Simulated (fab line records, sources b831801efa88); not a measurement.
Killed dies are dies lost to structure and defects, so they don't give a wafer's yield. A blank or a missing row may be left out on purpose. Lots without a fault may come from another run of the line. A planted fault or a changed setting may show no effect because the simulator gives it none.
Which tool did it? | flow gf180mcu | 11 lots, 33 wafers sampled, at 4 steps of a route of 602

WHAT THE GAUGES READ, wafer by wafer
GF_V2_CD_MEAS_14: target cd 260 nm. Usual: cd_nm 260.3 nm, standard deviation 1.4.
lot  | measured     | on        | cd_nm (nm)        | flag
L107 | day 21 09:01 | cd_sem-01 | 260.6 260.6 261.3 |
L109 | day 21 22:34 | cd_sem-01 | 262.3 261.5 261.9 |
L111 | day 23 01:32 | cd_sem-01 | 259.7 258.7 260.2 |
L112 | day 23 08:00 | cd_sem-02 | 260.4 259.4 259.1 |
L114 | day 24 01:10 | cd_sem-02 | 257.8 257.1 258.0 |
L120 | day 25 14:22 | cd_sem-02 | 259.5 259.5 259.3 |
L121 | day 25 19:28 | cd_sem-01 | 263.2 263.3 264.4 |
L123 | day 26 11:46 | cd_sem-02 | 259.8 260.2 259.8 |
L128 | day 27 19:34 | cd_sem-01 | 259.5 260.7 261.6 |
L129 | day 28 02:41 | cd_sem-01 | 261.3 261.9 261.5 |
L130 | day 28 12:58 | cd_sem-02 | 260.1 259.6 259.8 |

GF_M3_CD_MEAS_14: target cd 280 nm. Usual: cd_nm 279.7 nm, standard deviation 1.1.
lot  | measured     | on        | cd_nm (nm)        | flag
L107 | day 22 10:41 | cd_sem-01 | 281.0 280.6 280.6 |
L109 | day 22 23:06 | cd_sem-02 | 279.7 279.4 280.1 |
L111 | day 24 01:56 | cd_sem-02 | 278.9 277.7 278.6 |
L112 | day 24 08:34 | cd_sem-01 | 278.7 279.1 278.5 |
L114 | day 24 23:21 | cd_sem-02 | 277.8 280.3 279.0 |
L120 | day 26 13:40 | cd_sem-02 | 281.2 279.2 281.2 |
L121 | day 26 17:55 | cd_sem-02 | 277.1 277.2 277.6 |
L123 | day 27 10:20 | cd_sem-02 | 279.8 279.0 279.6 |
L128 | day 28 17:00 | cd_sem-01 | 279.6 279.6 278.7 |
L129 | day 29 00:29 | cd_sem-01 | 279.2 278.2 279.4 |
L130 | day 29 10:17 | cd_sem-01 | 278.7 279.1 279.2 |

GF_V3_THK_MEAS_03. Usual: V3_CVD_02_THK 843 nm, standard deviation 11.
lot  | measured     | on            | V3_CVD_02_THK (nm) | flag
L107 | day 22 11:41 | film_metro-03 | 834 841 849        |
L109 | day 23 00:07 | film_metro-02 | 838 822 840        |
L111 | day 24 02:56 | film_metro-03 | 818 837 854        |
L112 | day 24 09:34 | film_metro-03 | 837 833 843        |
L114 | day 25 00:22 | film_metro-03 | 829 830 839        |
L120 | day 26 14:40 | film_metro-03 | 853 838 1312       | OFF
L121 | day 26 19:04 | film_metro-03 | 836 838 1307       | OFF
L123 | day 27 11:18 | film_metro-01 | 840 849 846        |
L128 | day 28 18:02 | film_metro-03 | 827 845 850        |
L129 | day 29 01:31 | film_metro-03 | 840 860 846        |
L130 | day 29 11:17 | film_metro-02 | 846 851 860        |

WHICH TOOL RAN EACH LOT (tool, then ch and the chambers of the sampled wafers, then the start)
lot  | GF_V3_CVD_02
L107 | pecvd-01 ch 0,1,2, day 22 11:37
L109 | pecvd-04 ch 0,1,2, day 23 00:02
L111 | pecvd-03 ch 0,2, day 24 02:51
L112 | pecvd-04 ch 0,1,2, day 24 09:30
L114 | pecvd-04 ch 1,2, day 25 00:17
L120 | pecvd-04 ch 0,1,2, day 26 14:36
L121 | pecvd-04 ch 0,2, day 26 18:59
L123 | pecvd-03 ch 0,1,2, day 27 11:14
L128 | pecvd-01 ch 0,1,2, day 28 17:58
L129 | pecvd-01 ch 0,2, day 29 01:26
L130 | pecvd-03 ch 0,1, day 29 11:11
- GF_V3_CVD_02: deposits SiO2 from TEOS, target thk 850 nm, time 94.851 s.

WHAT THE TOOLS THEMSELVES READ (means of the sampled wafers that have a number; where no wafer has one, the mark that the record gives instead)
GF_V3_CVD_02. Usual: heater_power_w 645 W, standard deviation 90; susceptor_temp_C 400.01 C, standard deviation 0.22.
lot  | tool     | heater_power_w (W) | susceptor_temp_C (C) | flag
L107 | pecvd-01 | 721                | 400.14               |
L109 | pecvd-04 | 585                | 399.99               |
L111 | pecvd-03 | 704                | 399.91               |
L112 | pecvd-04 | 590                | 400.12               |
L114 | pecvd-04 | 664                | 400.23               |
L120 | pecvd-04 | 632                | 400.20               |
L121 | pecvd-04 | 606                | 399.83               |
L123 | pecvd-03 | 624                | 399.85               |
L128 | pecvd-01 | 716                | 400.13               |
L129 | pecvd-01 | 706                | 399.97               |
L130 | pecvd-03 | 641                | 400.04               |

THE ANSWER, worked out from the rows above alone
Rule: a lot is off if the mean of its wafers that have a number lies more than 3 standard deviations from the usual mean. A lot without any number at a reading at which 4 lots or more have one is off too. The other lots that the step has rows for count as sound. The gauges are gone through in route order, then the tools' own readings, and for those a lot's mean is taken as printed above. The first step at which some lot is off is used, and at that step the reading that is off furthest; a lot without a number counts as furthest.
Off: L120, L121, at GF_V3_THK_MEAS_03 (V3_CVD_02_THK).
A tool fits if, at a process step before that reading, it ran every lot that is off, and no sound lot after the first of them. The gauges at GF_V3_THK_MEAS_03 are tried like those tools. One fits: pecvd-04 at GF_V3_CVD_02. Its last sound lot is L114 (day 25 00:17), its first lot that is off L120 (day 26 14:36): a fault that began between those two fits.

WHAT THE SIMULATOR HAD PUT IN
Process parameter drift: pecvd-04, from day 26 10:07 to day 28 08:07, at GF_V3_CVD_02. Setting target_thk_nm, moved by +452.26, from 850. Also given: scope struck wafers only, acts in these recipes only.
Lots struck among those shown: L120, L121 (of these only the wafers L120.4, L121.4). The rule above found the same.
